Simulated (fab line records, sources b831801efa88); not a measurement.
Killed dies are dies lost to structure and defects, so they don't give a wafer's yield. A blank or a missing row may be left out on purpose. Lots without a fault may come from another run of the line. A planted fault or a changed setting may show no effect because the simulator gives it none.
One fault seen from 2 desks | flow gf180mcu | each desk has only its own numbers; what lay behind them comes last

THE METROLOGY DESK
What the gauges read, lot by lot, whatever tool the lot ran on: means of the sampled wafers that have a number. A lot is out of limits, marked OUT, if its mean lies more than 4 standard deviations from the usual mean; the brackets give that distance.
Columns: A = cd_nm at GF_HV_LDD_CD_MEAS_31, usual 400.0 nm; B = NSD_RS at GF_PSD_RS_MEAS_14, usual 46.14 ohm/sq
lot  | first seen here | A     | B
L742 | day 11 13:17    | 400.1 | 46.12
L746 | day 12 22:36    | 398.9 | 46.14
L748 | day 13 20:30    | 400.8 | 46.20
L751 | day 14 11:25    | 400.8 | 46.03
L754 | day 15 11:20    | 401.0 | 46.07
L755 | day 15 22:50    | 398.8 | 46.05
L759 | day 17 00:10    | 402.5 | 46.21
L760 | day 17 07:19    | 400.9 | 44.54 (-19) OUT
L761 | day 17 17:01    | 396.4 | 44.59 (-18) OUT
L763 | day 18 13:27    | 400.9 | 46.20
This desk's finding: out of limits on L760, L761; first on L760, day 20 12:13 (NSD_RS at GF_PSD_RS_MEAS_14). In limits: L742, L746, L748, L751, L754, L755, L759, L763.

THE TOOL OWNER'S DESK: implanter-04
The tool's own readings at GF_NSD_IMPLANT_09: means of the sampled wafers that have a number, for each lot that ran on this tool. A lot is out of limits, marked OUT, if its mean lies more than 4 standard deviations from the usual mean; the brackets give that distance.
Columns: A = beam_on_s at GF_NSD_IMPLANT_09, usual 16.9 s; B = dose_ions_cm2 at GF_NSD_IMPLANT_09, usual 3.999e+15; C = faraday_current_uA at GF_NSD_IMPLANT_09, usual 13002
lot  | first seen here | A               | B                           | C
L742 | day 13 07:23    | 16.4            | 3.999e+15                   | 13311
L748 | day 15 20:20    | 16.3            | 3.998e+15                   | 13371
L754 | day 17 11:45    | 16.1            | 4.002e+15                   | 13490
L760 | day 19 11:25    | 24.2 (+6.6) OUT | 6.009e+15 (+99 or more) OUT | 13658
L761 | day 19 19:40    | 24.4 (+6.8) OUT | 6.012e+15 (+99 or more) OUT | 13460
This desk's finding: out of limits on L760, L761; first on L760, day 19 11:25 (beam_on_s at GF_NSD_IMPLANT_09). In limits: L742, L748, L754.

PUT TOGETHER
The tool owner's desk could have raised an alarm at day 19 11:25, on L760, L761.
The metrology desk could have raised an alarm at day 20 12:13, on L760, L761.
Of the lots named, all ran GF_NSD_IMPLANT_09 on implanter-04.

WHAT THE SIMULATOR HAD PUT IN
Process parameter drift: implanter-04, from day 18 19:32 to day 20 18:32, at GF_NSD_IMPLANT_09. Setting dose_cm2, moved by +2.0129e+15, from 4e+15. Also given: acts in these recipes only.
Lots struck among those shown: L760, L761.
Hours from the fault's start to each desk's first reading out of limits: the tool owner's desk, 16; the metrology desk, 41.
